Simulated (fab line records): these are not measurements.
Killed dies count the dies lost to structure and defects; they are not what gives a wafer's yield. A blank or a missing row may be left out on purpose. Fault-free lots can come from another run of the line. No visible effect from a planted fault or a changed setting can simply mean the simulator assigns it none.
Problem report, 8D (eight disciplines) form, completed by code / flow sky130 / the parts of the form that need people (team, actions taken, sign-off) are left out

== 1. PROBLEM STATEMENT ==
Across 9 wafers from 3 lots, VT_ADJUST_PCH_TW at SKY_VT_ADJUST_PCH_TW_MEAS_10 averages 224.6, while fault-free wafers read 143.2 with a standard deviation of 1.3. Relative to the usual mean, that is a shift of +63 standard deviations.
First seen on wafer L307.3, day 12 19:29, on film-metro-02. Wafers with a number at this step in the record: 36, from 12 lots. Rule for "out" (also "out of limits"): further than 4 standard deviations from the usual mean. All remaining wafers that have a number are taken as sound.

== 2. WHAT IT IS, AND WHAT IT ISN'T ==
question=which readings at this step | is=VT_ADJUST_PCH_TW | is not=-
question=which lots | is=L307, L308, L309 | is not=L299, L303, L305, L306, L317, L318, L319, L320, L321
question=which wafers of those lots | is=all that have a number | is not=-
question=read on which gauges | is=film-metro-02, film-metro-03 | is not=film-metro-04
question=when | is=from day 12 19:29 | is not=up to then (12 sound wafers); but 15 sound wafers of L317, L318, L319, L320, L321 came after

== 3. SUSPECTS, AND WHAT RULES EACH OUT ==
Counting: any tool at a process step up to the reading is kept as a suspect provided that every lot that is out went through it and no sound lot did after the first of them.
- the gauge at SKY_VT_ADJUST_PCH_TW_MEAS_10 has been ruled out. Those wafers that are out were read across 2 gauges (film-metro-02, film-metro-03).
- litho-track-03 at SKY_VT_ADJUST_HVTR_COAT_02 (resist thk 1140 nm): ruled out as a lasting fault. The sound lots L317, L319 went through it after L307, its earliest lot that is out (day 11 06:07).
Left after counting: nothing in the record.

== 4. THE CAUSE (what the simulator had put in) ==
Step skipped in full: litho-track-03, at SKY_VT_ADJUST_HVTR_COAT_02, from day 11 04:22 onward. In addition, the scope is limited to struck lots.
The count ruled it out by mistake, since the rule takes a fault to strike every lot its tool runs from the start of the fault on, and this one did not do so.

== 5. THE EFFECT CHAIN, in route order ==
Each row: a reading whose mean over the struck wafers that have a number lies more than 3 standard deviations from the usual. Readings are gone through only where the record gives a usual standard deviation; hours: the median, over the lots, of the time from a lot's start at the first step in this table giving one to that lot's start at this step; sigmas: the change measured in usual standard deviations.
hours=0; step=SKY_VT_ADJUST_PCH_TW_MEAS_10; reading=VT_ADJUST_PCH_TW; usual=143.2; on struck wafers=224.6; change=+81.4; sigmas=+63
hours=27; step=SKY_SONOS_TUNNEL_TW_MEAS_12; reading=SONOS_TUNNEL_TW; usual=197.5; on struck wafers=250.4; change=+52.9; sigmas=+41
hours=835; step=SKY_PAD_OPEN_PROBE_99; reading=killed-at-front-end; usual=15; on struck wafers=421; change=+406; sigmas=+99 or more
hours=835; step=SKY_PAD_OPEN_PROBE_99; reading=killed-dies; usual=87; on struck wafers=492; change=+405; sigmas=+44
hours=835; step=SKY_PAD_OPEN_PROBE_99; reading=killed-on-rim; usual=17; on struck wafers=96; change=+79; sigmas=+22
Process steps it contains:
- SKY_PAD_OPEN_PROBE_99
Readings that are blank on the struck wafers while sound wafers have them: chill-plate-temp-C at SKY_VT_ADJUST_HVTR_COAT_02; dispense-pressure-kPa at SKY_VT_ADJUST_HVTR_COAT_02; cd-nm at SKY_VT_ADJUST_HVTR_CD_MEAS_07.
Later measuring or inspecting steps at which every struck wafer that the step has a row for has a number for every such reading, and none has moved that far: SKY_METAL1_CD_MEAS_15, SKY_METAL1_OVL_MEAS_16.

== 6. HOW IT WOULD HAVE BEEN CAUGHT EARLIER ==
In this record the first reading out of limits at a measuring or inspecting step was taken at day 12 19:29, 39 hours after the fault began at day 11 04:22.
Between SKY_VT_ADJUST_HVTR_COAT_02 and SKY_VT_ADJUST_PCH_TW_MEAS_10, SKY_VT_ADJUST_HVTR_CD_MEAS_07 gave no cd-nm on the struck wafers, where sound wafers have one: a measuring or inspecting step that comes back empty is itself a sign.
At SKY_VT_ADJUST_HVTR_COAT_02 the tool's readings are blank on the struck wafers, where sound wafers have them: an empty tool record is the first sign, and it was there at once.
